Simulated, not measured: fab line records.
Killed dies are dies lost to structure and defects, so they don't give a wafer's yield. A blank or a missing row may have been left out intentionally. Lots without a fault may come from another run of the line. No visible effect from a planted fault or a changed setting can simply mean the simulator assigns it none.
Chamber matching / flow gf180mcu / wet bench-02 running GF_STI_WET_ETCH_26: 3 sister chambers
The step etches SiO2 in dHF, target depth 94 nm, time 188 s. 3 wafers are shown with their chamber, then 5 later ones without.

== EACH WAFER AND ITS CHAMBER ==
wafer=L579.5; chamber=3; run length s (s)=213.9
wafer=L581.4; chamber=2; run length s (s)=213.5
wafer=L583.1; chamber=1; run length s (s)=214.6

== WAFERS MISSING THEIR CHAMBER ==
wafer=L583.3; run length s (s)=214.6
wafer=L583.6; run length s (s)=214.6
wafer=L597.1; run length s (s)=213.8
wafer=L597.2; run length s (s)=213.8
wafer=L597.3; run length s (s)=213.8

== CHAMBER TAKEN BY EACH ==
wafer=L583.3; from the rows above=1; in truth=1
wafer=L583.6; from the rows above=1; in truth=1
wafer=L597.1; from the rows above=3; in truth=3
wafer=L597.2; from the rows above=3; in truth=3
wafer=L597.3; from the rows above=3; in truth=3
Correctly placed: 5 of 5. Left unplaced by these rows: 0. Wrongly placed: 0.
How it was worked out, from the rows above alone: a wafer's distance from a chamber is the root of the sum, over the readings, of the square of ((its reading less the chamber's mean) divided by the reading's scatter). The wafer belongs to the nearest chamber; if the next one is less than 2 further off, it can't be placed. Each chamber's mean is taken over the wafers shown for it. The scatter (one wafer shown for each chamber): square how far every hidden wafer sits from the nearest shown wafer, average those squares and take the square root.
